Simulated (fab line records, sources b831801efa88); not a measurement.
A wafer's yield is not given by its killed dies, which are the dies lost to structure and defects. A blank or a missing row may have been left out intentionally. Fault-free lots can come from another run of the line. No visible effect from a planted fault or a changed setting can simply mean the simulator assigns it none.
Comparing a struck lot with a sound one ; flow gf180mcu ; 43 out of 602 route steps
Sound: the wafers L785.2, L785.4, L785.5. Wafers struck: L793.2, L793.3, L793.6. Last of all comes the cause.
Order at every step that has rows: each side's tool, ch and its chambers, its first start. Under that, the readings that differ: sound wafers ; struck wafers ; difference of the means ; sigmas: that difference in standard deviations of wafers without a fault.
alike: readings with means less than 2 such deviations apart, plus words and numbers identical on both sides. not compared: withheld readings, readings lacking a value on some wafer, bounds such as >300 that could conceal the same value, and numbers that have no deviation in the record and whose values overlap.
The two part at a step that has a row with sigmas, a row that says differs or no value, or rows on one side only. Non-overlapping numbers with no deviation appear without sigmas and do not part them. A reading missing from all wafers of one side parts the sides only when that side holds two or more wafers.

first, 2 steps without rows for these wafers: GF_NWELL_IMPLANT_08; GF_NWELL_IMPLANT_09.
GF_NWELL_STRIP_10: strips in O2/N2.
  sound on plasmaAsher-01 ch 0,1, day 3 19:33; struck on plasmaAsher-04 ch 1, day 5 18:21
  alike: drypumpMotorCurrentA, heaterPowerW, oesProductAu, stripTimeToEndpointS
  not compared: rfHoursCounterH
GF_NWELL_TW_MEAS_11:
  sound on filmMetro-03 at day 3 19:40; struck on filmMetro-03 at day 5 18:28
  alike: NWELL_TW
then, 7 steps without rows for these wafers: GF_LVPWELL_DEHYDRATE_00 (time 60 s); GF_LVPWELL_HMDS_01 (prime time 60 s); GF_LVPWELL_COAT_02 (resist thk 3000 nm); GF_LVPWELL_SOFTBAKE_03; GF_LVPWELL_EXPOSE_04 (exposes mask LVPWELL, target cd 600 nm); GF_LVPWELL_PEB_05; GF_LVPWELL_DEVELOP_06 (develop time 60 s).
GF_LVPWELL_OVL_MEAS_07:
  sound on overlay-01 at day 4 08:17; struck on overlay-02 at day 6 08:17
  alike: LVPWELL_OVL
GF_LVPWELL_IMPLANT_08:
  sound on implanter-03 ch 0, day 4 08:20; struck on implanter-03 ch 0, day 6 08:20
reading;sound;struck;difference;sigmas
implantIonAmu;11 11 11;31 31 31;+20;
model.implant.rpNm (nm);474.3 474.3 474.3;215 215 215;-259;
model.implant.drpNm (nm);102.4 102.4 102.4;68.9 68.9 68.9;-33.5;
  alike: beamOnS, endStationPressureTorr, faradayCurrentUA
following that, these wafers have no rows for 1 step: GF_LVPWELL_IMPLANT_09.
GF_LVPWELL_STRIP_10: strips in O2/N2.
  sound on plasmaAsher-02 ch 0,1, day 4 08:37; struck on plasmaAsher-04 ch 0,1, day 6 08:37
  alike: drypumpMotorCurrentA, heaterPowerW, oesProductAu, stripTimeToEndpointS
  not compared: rfHoursCounterH
GF_LVPWELL_TW_MEAS_11:
  sound on filmMetro-04 at day 4 08:44; struck on filmMetro-03 at day 6 08:44
reading;sound;struck;difference;sigmas
LVPWELL_TW;575 575 572;1332 1330 1332;+757;+99 or more
then, 7 steps without rows for these wafers: GF_MVSD_DEHYDRATE_00 (time 60 s); GF_MVSD_HMDS_01 (prime time 60 s); GF_MVSD_COAT_02 (resist thk 3000 nm); GF_MVSD_SOFTBAKE_03; GF_MVSD_EXPOSE_04 (exposes mask MVSD, target cd 1000 nm); GF_MVSD_PEB_05; GF_MVSD_DEVELOP_06 (develop time 60 s).
GF_MVSD_OVL_MEAS_07:
  sound on overlay-01 at day 4 22:19; struck on overlay-01 at day 6 23:28
  alike: MVSD_OVL
then, 2 steps without rows for these wafers: GF_MVSD_IMPLANT_08; GF_MVSD_IMPLANT_09.
GF_MVSD_STRIP_10: strips in O2/N2.
  sound on plasmaAsher-01 ch 0,1, day 4 22:39; struck on plasmaAsher-03 ch 0,1, day 6 23:48
  alike: drypumpMotorCurrentA, heaterPowerW, oesProductAu, stripTimeToEndpointS
  not compared: rfHoursCounterH
GF_MVSD_TW_MEAS_11:
  sound on filmMetro-03 at day 4 22:46; struck on filmMetro-04 at day 6 23:55
  alike: MVSD_TW
then, 7 steps without rows for these wafers: GF_MVPSD_DEHYDRATE_00 (time 60 s); GF_MVPSD_HMDS_01 (prime time 60 s); GF_MVPSD_COAT_02 (resist thk 3000 nm); GF_MVPSD_SOFTBAKE_03; GF_MVPSD_EXPOSE_04 (exposes mask MVPSD, target cd 1000 nm); GF_MVPSD_PEB_05; GF_MVPSD_DEVELOP_06 (develop time 60 s).
GF_MVPSD_OVL_MEAS_07:
  sound on overlay-02 at day 5 12:07; struck on overlay-01 at day 7 15:34
  alike: MVPSD_OVL
then, 2 steps without rows for these wafers: GF_MVPSD_IMPLANT_08; GF_MVPSD_IMPLANT_09.
GF_MVPSD_STRIP_10: strips in O2/N2.
  sound on plasmaAsher-01 ch 0,1, day 5 12:27; struck on plasmaAsher-02 ch 0,1, day 7 15:54
  alike: drypumpMotorCurrentA, heaterPowerW, oesProductAu, stripTimeToEndpointS
  not compared: rfHoursCounterH
GF_MVPSD_TW_MEAS_11:
  sound on filmMetro-01 at day 5 12:34; struck on filmMetro-03 at day 7 16:01
  alike: MVPSD_TW
then, 2 steps without rows for these wafers: GF_VT_IMPLANT_DEHYDRATE_00 (time 60 s); GF_VT_IMPLANT_HMDS_01 (prime time 60 s).
-- the record jumps here: 3 days lie between the struck wafers' starts before and after --
GF_VT_IMPLANT_RS_MEAS_48: measures by four-point-probe.
  sound on filmMetro-01 at day 8 02:52; struck on filmMetro-03 at day 10 12:35
reading;sound;struck;difference;sigmas
LVPWELL_RS (ohm/sq);1198.8 1197.5 1196.6;- - -;no value on the struck wafers;

== WHERE THEY PART ==
At GF_LVPWELL_TW_MEAS_11 first; at GF_VT_IMPLANT_RS_MEAS_48 last (within this record only).

WHY: whatever the simulator had introduced
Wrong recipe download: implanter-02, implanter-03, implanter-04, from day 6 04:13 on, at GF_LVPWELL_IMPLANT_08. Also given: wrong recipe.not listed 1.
